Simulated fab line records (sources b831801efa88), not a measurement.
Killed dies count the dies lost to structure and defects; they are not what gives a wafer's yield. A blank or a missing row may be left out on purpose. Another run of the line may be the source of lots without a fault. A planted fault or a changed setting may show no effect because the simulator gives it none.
fab line records	flow sky130
[record] lots = 6	wafers = 18	last-day = 48
route steps=708 shown NWELL@77 PWDE@84 VT_ADJUST_HVTP@85 PAD_OPEN@708
lots untouched by any fault: they come from a run of this same line in which no faults occurred
start-h: start of the lot's first displayed wafer, in hours after the record's first day	wait-h: time in hours since the lot's previous step	" repeats the value in the row above	L1.1+2: one row covering several wafers at once	- either no value or no given start	* or withheld: withheld	< > ~ a bound
route shown NAME@n: a module of which the file shows steps, and the number in the route of the first	usual: the fault-free wafers' mean and standard deviation	same: alike in all rows	chamber/n: place in a boat	sites: the reading at each site	_std_site: their standard deviation	_edge_site: outer sites' mean less inner sites'	radius-mm: how far each site lies from the wafer's centre	mask NAME#n: copy n	behind: the tool/chamber that last shaped the wafer	hold: why the lot was held/for how many hours/how that ended	device: transistor that didn't switch, given as n, p or np	end of line: the same wafers' tests at the end of the route	step lacking rows: just its recipe	killed: dies that structure and defects cost at the first sort, which is not the same as the wafer's yield	map: shows each die of a wafer: x if killed, . if not, _ if none is there
set.NAME: the run value of the setting; set.NAME@STEP: its run value at that earlier step	model.NAME: the simulator's own value behind a step, which no gauge read
lots at selected steps of the route; one table per step, one row per wafer
services: a tool's chamber out of use, with start hour (start-h, from the record's first day; less than 0 if before it), hours out, and reason
[[steps]]
[step SKY_NWELL_IMPLANT_24]
[recipe] species = B	energy-kev = 140	dose-cm2 = 9.2e+12	tilt-deg = withheld
[step SKY_NWELL_STRIP_25]
[recipe] chemistry = O2/N2	power-w = 1400	pressure-mtorr = 1500	platen-temp-c = withheld	o2-flow-sccm = 3000	n2-flow-sccm = 300	overash-fraction = 0.5
[usual] chamber-pressure-mTorr = 1500.0/1.4	drypump-motor-current-A = 5.5/0.32	oes-product-au = 0.722/0.0043	strip-time-to-endpoint-s = 36.89/0.087
[same] overash-fraction = 0.5
lot.wafer	tool	chamber	start-h	wait-h	chamber-pressure-mTorr	drypump-motor-current-A	oes-product-au	rf-hours-counter-h	strip-time-to-endpoint-s
L631.2	plasma-asher-02	1	138.84	0.1	1499.8	5.6	0.720	35	36.77
L631.4	"	1	"	"	1499.5	5.6	0.730	-	36.81
L631.6	"	1	"	"	1502.2	5.6	0.711	-	36.75
L633.1	plasma-asher-02	1	152.10	0.1	1498.8	5.6	0.719	36	36.96
L633.3	"	0	"	"	1497.7	4.9	0.727	-	36.98
L633.5	"	1	"	"	1496.6	5.6	0.715	-	36.98
L632.1	plasma-asher-04	1	152.66	0.1	1499.4	5.8	0.715	3	36.96
L632.3	"	1	"	"	1501.0	5.8	0.722	-	36.95
L632.4	"	0	"	"	1501.1	5.6	0.726	-	36.98
L634.3	plasma-asher-02	0	158.89	0.1	1500.1	4.9	0.718	-	36.78
L634.5	"	1	"	"	1500.5	5.6	0.726	-	36.84
L634.6	"	0	"	"	1499.1	4.9	0.721	-	36.79
L635.1	plasma-asher-02	1	160.51	0.1	1502.7	5.6	0.720	37	36.86
L635.2	"	0	"	"	1498.9	4.9	0.728	37	36.94
L635.4	"	0	"	"	1500.6	4.9	0.721	-	36.94
L636.2	plasma-asher-04	1	166.94	0.1	1501.4	5.8	0.722	5	36.82
L636.3	"	1	"	"	1498.6	5.8	0.718	-	36.99
L636.4	"	0	"	"	1498.8	5.7	0.731	-	36.83
[step SKY_NWELL_TW_MEAS_26]
[usual] NWELL_2_TW = 500/3.4
lot.wafer	tool	chamber	start-h	wait-h	NWELL_2_TW
L631.2	film-metro-04	-	138.95	0.1	495
L631.4	"	-	"	"	496
L631.6	"	-	"	"	499
L633.1	film-metro-03	-	152.20	0.1	497
L633.3	"	-	"	"	497
L633.5	"	-	"	"	496
L632.1	film-metro-02	-	152.76	0.1	498
L632.3	"	-	"	"	498
L632.4	"	-	"	"	500
L634.3	film-metro-03	-	158.98	0.1	496
L634.5	"	-	"	"	500
L634.6	"	-	"	"	500
L635.1	film-metro-03	-	160.61	0.1	498
L635.2	"	-	"	"	499
L635.4	"	-	"	"	502
L636.2	film-metro-04	-	167.05	0.1	496
L636.3	"	-	"	"	497
L636.4	"	-	"	"	497
[step SKY_NWELL_CLEAN_27]
[recipe] chemistry = SC1/SC2	mix = 1:4:20	temp-c = 70	time-s = 150	dry = n2-spin
[step SKY_NWELL_RTA_28]
[recipe] temp-c = 1050	time-s = 30	idle-temp-c = 650	ramp-up-c-per-s = 150	ramp-down-c-per-s = 90	ambient = N2
[usual] lamp-power-pct = 25.30/0.057	wafer_temp_C_max = 1054.9/0.98
lot.wafer	tool	chamber	start-h	wait-h	lamp-power-pct	wafer_temp_C_max
L631.2	rtp-anneal-02	0	139.13	0.0	25.30	1054.3
L631.4	"	0	"	"	25.19	1054.3
L631.6	"	0	"	"	25.31	1055.1
L633.1	rtp-anneal-02	0	152.31	0.0	25.33	1055.6
L633.3	"	0	"	"	25.25	1057.3
L633.5	"	0	"	"	25.18	1055.2
L632.1	rtp-anneal-01	0	152.87	0.0	25.27	1054.3
L632.3	"	0	"	"	25.26	1057.0
L632.4	"	0	"	"	25.32	1054.2
L634.3	rtp-anneal-02	0	159.10	0.0	25.29	1056.6
L634.5	"	0	"	"	25.30	1055.0
L634.6	"	0	"	"	25.37	1055.3
L635.1	rtp-anneal-01	0	160.72	0.0	25.33	1053.6
L635.2	"	0	"	"	25.26	1054.4
L635.4	"	0	"	"	25.28	1055.8
L636.2	rtp-anneal-01	0	167.17	0.0	25.22	1056.2
L636.3	"	0	"	"	25.36	1056.6
L636.4	"	0	"	"	25.28	1054.8
[step SKY_NWELL_RS_MEAS_29]
[recipe] thk-meas-gauge = four-point-probe
[usual] NWELL_RS = 624.8/1.9
lot.wafer	tool	chamber	start-h	wait-h	NWELL_RS[ohm/sq]
L631.2	film-metro-02	-	139.23	0.1	625.4
L631.4	"	-	"	"	626.2
L631.6	"	-	"	"	626.2
L633.1	film-metro-04	-	152.41	0.1	628.1
L633.3	"	-	"	"	624.3
L633.5	"	-	"	"	625.1
L632.1	film-metro-02	-	152.97	0.1	624.1
L632.3	"	-	"	"	624.3
L632.4	"	-	"	"	623.6
L634.3	film-metro-04	-	159.21	0.1	622.7
L634.5	"	-	"	"	622.6
L634.6	"	-	"	"	624.2
L635.1	film-metro-04	-	160.82	0.1	626.3
L635.2	"	-	"	"	624.6
L635.4	"	-	"	"	625.3
L636.2	film-metro-02	-	167.28	0.1	625.4
L636.3	"	-	"	"	623.5
L636.4	"	-	"	"	623.8
[step SKY_NWELL_RS_MEAS_31]
[recipe] thk-meas-gauge = four-point-probe
[usual] PWDE_RS = 5282/23
lot.wafer	tool	chamber	start-h	wait-h	PWDE_RS[ohm/sq]
L631.2	film-metro-02	-	139.47	0.1	5302
L631.4	"	-	"	"	5299
L631.6	"	-	"	"	5301
L633.1	film-metro-04	-	152.65	0.1	5266
L633.3	"	-	"	"	5265
L633.5	"	-	"	"	5268
L632.1	film-metro-02	-	153.21	0.1	5319
L632.3	"	-	"	"	5334
L632.4	"	-	"	"	5316
L634.3	film-metro-04	-	159.45	0.1	5286
L634.5	"	-	"	"	5306
L634.6	"	-	"	"	5297
L635.1	film-metro-04	-	161.06	0.1	5273
L635.2	"	-	"	"	5282
L635.4	"	-	"	"	5273
L636.2	film-metro-02	-	167.52	0.1	5319
L636.3	"	-	"	"	5325
L636.4	"	-	"	"	5329
[step SKY_VT_ADJUST_HVTP_DEHYDRATE_00]
[recipe] temp-c = 200	time-s = 60
[step SKY_VT_ADJUST_HVTP_HMDS_01]
[recipe] prime-time-s = 60	prime-temp-c = 120
[step SKY_VT_ADJUST_HVTP_COAT_02]
[recipe] resist = NOVOLAK	spin-rpm = 3000	resist-thk-nm = 1140
[step SKY_VT_ADJUST_HVTP_SOFTBAKE_03]
[recipe] temp-c = 90	time-s = 60	resist = NOVOLAK
[step SKY_VT_ADJUST_HVTP_EXPOSE_04]
[recipe] mask-id = HVTPM	na = 0.6	source-shape = conventional	sigma-outer = 0.6	polarization = unpolarized	target-cd-nm = 380	dose-mj = 140
[same] sigma-outer = 0.6
lot.wafer	tool	chamber	start-h	wait-h	mask
L631.2+4+6	iline-stepper-01	0	149.58	-	HVTPM#0
L633.1+3+5	iline-stepper-02	0	163.00	-	HVTPM#0
L632.1+3+4	iline-stepper-02	0	163.47	-	HVTPM#0
L634.3+5+6	iline-stepper-02	0	169.75	-	HVTPM#0
L635.1+2+4	iline-stepper-02	0	171.45	-	HVTPM#0
L636.2+3+4	iline-stepper-02	0	176.67	-	HVTPM#0
[step SKY_VT_ADJUST_HVTP_PEB_05]
[recipe] temp-c = withheld	time-s = *	resist = NOVOLAK
[step SKY_VT_ADJUST_HVTP_DEVELOP_06]
[recipe] resist = NOVOLAK	developer = TMAH	develop-time-s = 60	dev-temp-c = 23
[step SKY_VT_ADJUST_HVTP_CD_MEAS_07]
[recipe] target-cd-nm = 380
[usual] cd-nm = 380.4/2.7
lot.wafer	tool	chamber	start-h	wait-h	hold	cd-nm
L631.2	cd-sem-02	-	159.48	0.1	-	379.8
L631.4	"	-	"	"	-	377.9
L631.6	"	-	"	"	-	374.1
L633.1	cd-sem-02	-	172.55	0.1	-	380.2
L633.3	"	-	"	"	-	379.6
L633.5	"	-	"	"	-	379.4
L632.1	cd-sem-02	-	172.72	0.1	-	381.0
L632.3	"	-	"	"	-	379.8
L632.4	"	-	"	"	-	380.1
L634.3	cd-sem-01	-	178.49	0.1	-	383.9
L634.5	"	-	"	"	-	381.7
L634.6	"	-	"	"	-	387.0
L635.1	cd-sem-02	-	181.21	0.1	await-dispo/0.2h/release	380.9
L635.2	"	-	"	"	await-dispo/0.2h/release	369.6
L635.4	"	-	"	"	await-dispo/0.2h/release	383.1
L635.1	cd-sem-02	-	181.49	0.3	-	380.7
L635.2	"	-	"	"	-	369.4
L635.4	"	-	"	"	-	383.4
L636.2	cd-sem-02	-	187.47	0.1	-	370.6
L636.3	"	-	"	"	-	379.9
L636.4	"	-	"	"	-	377.8
[step SKY_VT_ADJUST_HVTP_OVL_MEAS_08]
[usual] VT_ADJUST_HVTP_OVL = -0.7/1.4
lot.wafer	tool	chamber	start-h	wait-h	hold	VT_ADJUST_HVTP_OVL[nm]
L631.2	overlay-01	-	159.58	0.1	-	-2.2
L631.4	"	-	"	"	-	-0.4
L631.6	"	-	"	"	-	-0.4
L633.1	overlay-01	-	172.67	0.1	-	-0.2
L633.3	"	-	"	"	-	0.5
L633.5	"	-	"	"	-	-1.1
L632.1	overlay-01	-	172.84	0.1	-	-0.2
L632.3	"	-	"	"	-	0.1
L632.4	"	-	"	"	-	-0.5
L634.3	overlay-01	-	178.58	0.1	-	0.4
L634.5	"	-	"	"	-	-0.6
L634.6	"	-	"	"	-	-0.4
L635.1	overlay-01	-	184.18	2.7	await-dispo/2.6h/release	1.1
L635.2	"	-	"	"	await-dispo/2.6h/release	2.2
L635.4	"	-	"	"	await-dispo/2.6h/release	1.7
L636.2	overlay-02	-	187.58	0.1	-	-2.9
L636.3	"	-	"	"	-	-3.2
L636.4	"	-	"	"	-	-3.4
[step SKY_PAD_OPEN_PROBE_99]
[usual] killed_at_M0_to_M3 = 42/7.1	killed_at_M4_up = 3.3/1.9	killed-at-contacts = 24/5	killed-at-front-end = 15/4.7	killed-at-other = 0.3/0.61	killed-dies = 86/9.6	killed-on-rim = 17/3.8	killed-open = 47/7.5	killed-short = 38/6.6
[same] gross-dies = 492	killed-at-back-side = 0
lot.wafer	tool	chamber	start-h	wait-h	killed_at_M0_to_M3	killed_at_M4_up	killed-at-contacts	killed-at-front-end	killed-at-other	killed-dies	killed-on-rim	killed-open	killed-short
L631.2	prober-01	-	1115.09	0.1	50	4	16	8	0	78	16	50	28
L631.4	prober-01	-	1115.19	0.2	61	2	19	13	1	96	24	56	40
L631.6	prober-01	-	1115.29	0.2	41	3	33	10	0	87	14	46	41
L633.1	prober-02	-	1124.34	0.1	32	0	25	10	0	67	10	44	23
L633.3	prober-02	-	1124.44	0.2	34	1	23	16	0	74	12	44	30
L633.5	prober-02	-	1124.54	0.2	45	3	28	12	1	89	22	49	39
L632.1	prober-01	-	1124.85	0.1	40	7	24	18	1	90	18	46	44
L632.3	prober-01	-	1124.95	0.2	37	9	22	18	0	86	12	44	42
L632.4	prober-01	-	1125.00	0.2	40	3	25	12	0	80	17	36	44
L634.3	prober-02	-	1127.56	0.2	47	6	23	19	0	95	21	50	45
L634.5	prober-02	-	1127.66	0.2	42	4	32	13	0	91	14	50	41
L634.6	prober-02	-	1127.71	0.2	55	5	20	14	0	94	25	48	46
L636.2	prober-02	-	1141.08	0.1	38	1	28	17	1	85	13	50	34
L636.3	prober-02	-	1141.13	0.2	44	3	30	14	0	91	15	53	38
L636.4	prober-02	-	1141.18	0.2	35	4	36	10	0	85	18	46	39
// killed by level:class
L631.2 VIA2:geometric-particle:open=10 VIA1:geometric-particle:open=10 CONTACT:geometric-particle:open=8 VIA3:geometric-particle:open=8 VIA2:geometric-particle:short=5 METAL1:geometric-particle:short=4 METAL3:geometric-particle:short=4 LI_CONTACT:geometric-particle:open=3
L631.4 VIA1:geometric-particle:open=15 VIA2:geometric-particle:open=10 CONTACT:geometric-particle:open=9 VIA3:geometric-particle:open=9 METAL2:geometric-particle:short=6 METAL1:geometric-particle:short=5 VIA1:geometric-particle:short=5 LOCAL_INTERCONNECT:geometric-particle:short=4
L631.6 CONTACT:geometric-particle:open=14 VIA1:geometric-particle:open=9 VIA2:geometric-particle:open=7 METAL3:geometric-particle:short=7 LI_CONTACT:geometric-particle:open=6 CONTACT:geometric-particle:short=6 LOCAL_INTERCONNECT:geometric-particle:short=4 METAL1:geometric-particle:open=4
L633.1 CONTACT:geometric-particle:open=9 VIA3:geometric-particle:open=8 LI_CONTACT:geometric-particle:open=7 VIA1:geometric-particle:open=6 LOCAL_INTERCONNECT:geometric-particle:short=5 FIELD_ISO:geometric-particle:open=3 VIA2:geometric-particle:short=3 POLY_GATE:geometric-particle:open=3
L633.3 CONTACT:geometric-particle:open=10 FIELD_ISO:geometric-particle:short=7 VIA1:geometric-particle:open=7 VIA3:geometric-particle:open=6 FIELD_ISO:geometric-particle:open=5 VIA2:geometric-particle:short=5 LI_CONTACT:geometric-particle:open=5 VIA2:geometric-particle:open=3
L633.5 LI_CONTACT:geometric-particle:open=10 VIA2:geometric-particle:open=9 VIA1:geometric-particle:open=9 CONTACT:geometric-particle:open=7 LI_CONTACT:geometric-particle:short=5 VIA1:geometric-particle:short=5 METAL1:geometric-particle:short=5 VIA3:geometric-particle:open=5
L632.1 CONTACT:geometric-particle:open=10 VIA1:geometric-particle:open=7 VIA1:geometric-particle:short=7 FIELD_ISO:geometric-particle:open=6 METAL2:geometric-particle:short=5 METAL4:geometric-particle:short=5 POLY_GATE:geometric-particle:short=4 LI_CONTACT:geometric-particle:open=4
L632.3 CONTACT:geometric-particle:open=10 VIA3:geometric-particle:open=7 METAL4:geometric-particle:short=7 METAL2:geometric-particle:short=6 POLY_GATE:geometric-particle:short=5 LI_CONTACT:geometric-particle:open=5 VIA1:geometric-particle:open=5 VIA2:geometric-particle:short=4
L632.4 CONTACT:geometric-particle:open=9 CONTACT:geometric-particle:short=9 VIA3:geometric-particle:open=8 METAL1:geometric-particle:short=7 VIA1:geometric-particle:open=6 LI_CONTACT:geometric-particle:open=5 VIA2:geometric-particle:open=4 SPACER:geometric-particle:short=4
L634.3 VIA1:geometric-particle:open=9 CONTACT:geometric-particle:open=8 FIELD_ISO:geometric-particle:open=7 METAL1:geometric-particle:short=7 VIA2:geometric-particle:short=6 VIA3:geometric-particle:open=5 CONTACT:geometric-particle:short=5 VIA1:geometric-particle:short=5
L634.5 CONTACT:geometric-particle:open=11 VIA1:geometric-particle:open=11 LI_CONTACT:geometric-particle:open=9 METAL1:geometric-particle:short=6 VIA3:geometric-particle:open=5 LI_CONTACT:geometric-particle:short=5 FIELD_ISO:geometric-particle:short=4 POLY_GATE:geometric-particle:short=4
L634.6 VIA1:geometric-particle:open=14 METAL1:geometric-particle:short=12 CONTACT:geometric-particle:open=9 POLY_GATE:geometric-particle:open=6 LOCAL_INTERCONNECT:geometric-particle:short=6 VIA3:geometric-particle:open=6 VIA1:geometric-particle:short=5 POLY_GATE:geometric-particle:short=4
L636.2 CONTACT:geometric-particle:open=11 VIA1:geometric-particle:open=7 LI_CONTACT:geometric-particle:open=5 CONTACT:geometric-particle:short=5 FIELD_ISO:geometric-particle:open=4 LOCAL_INTERCONNECT:geometric-particle:short=4 VIA1:geometric-particle:short=4 METAL1:geometric-particle:short=4
L636.3 CONTACT:geometric-particle:open=12 VIA1:geometric-particle:open=12 LI_CONTACT:geometric-particle:open=8 METAL1:geometric-particle:short=8 FIELD_ISO:geometric-particle:open=7 VIA2:geometric-particle:open=6 CONTACT:geometric-particle:short=5 VIA1:geometric-particle:short=5
L636.4 CONTACT:geometric-particle:open=14 LI_CONTACT:geometric-particle:open=8 CONTACT:geometric-particle:short=7 VIA1:geometric-particle:open=7 METAL2:geometric-particle:short=6 VIA2:geometric-particle:open=6 LI_CONTACT:geometric-particle:short=5 METAL1:geometric-particle:short=4
[[services]]
tool	chamber	start-h	hours	kind
plasma-asher-04	0	117.75	-	clean
plasma-asher-04	1	117.75	-	clean
iline-stepper-01	0	139.57	-	calibration
iline-stepper-02	-	139.89	2.1	pm
iline-stepper-02	-	141.97	-	consumable-replace:lamp
iline-stepper-02	-	144.69	3.6	repair
iline-stepper-01	-	174.08	9.9	repair
[[key]]
[first-sign] step = SKY_VT_ADJUST_HVTP_CD_MEAS_07	reading = visit	direction = added
[effect] step = SKY_VT_ADJUST_HVTP_CD_MEAS_07	reading = cd-nm	direction = down	sigmas = 3.8	usual = 380.4	struck = 370.1
met-at SKY_VT_ADJUST_HVTP_EXPOSE_04
struck-wafers L635.2,L636.2
tester-left-out L635,L636
onset-between 169.75 171.45
[fault] kind = process-parameter-drift	tool = iline-stepper-02	chamber = -	onset-h = 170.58	steps = SKY_VT_ADJUST_HVTP_EXPOSE_04	channel = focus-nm	offset = 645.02	shape = step	end-h = 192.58	scope = struck-wafers-only
// tester-left-out: of these lots the tester's yield and bins aren't shown, on N5 and GAA mostly nor the transistor test; their killed dies are dies lost to structure and defects alone, not to doping, threshold or leakage, so they don't give the yield
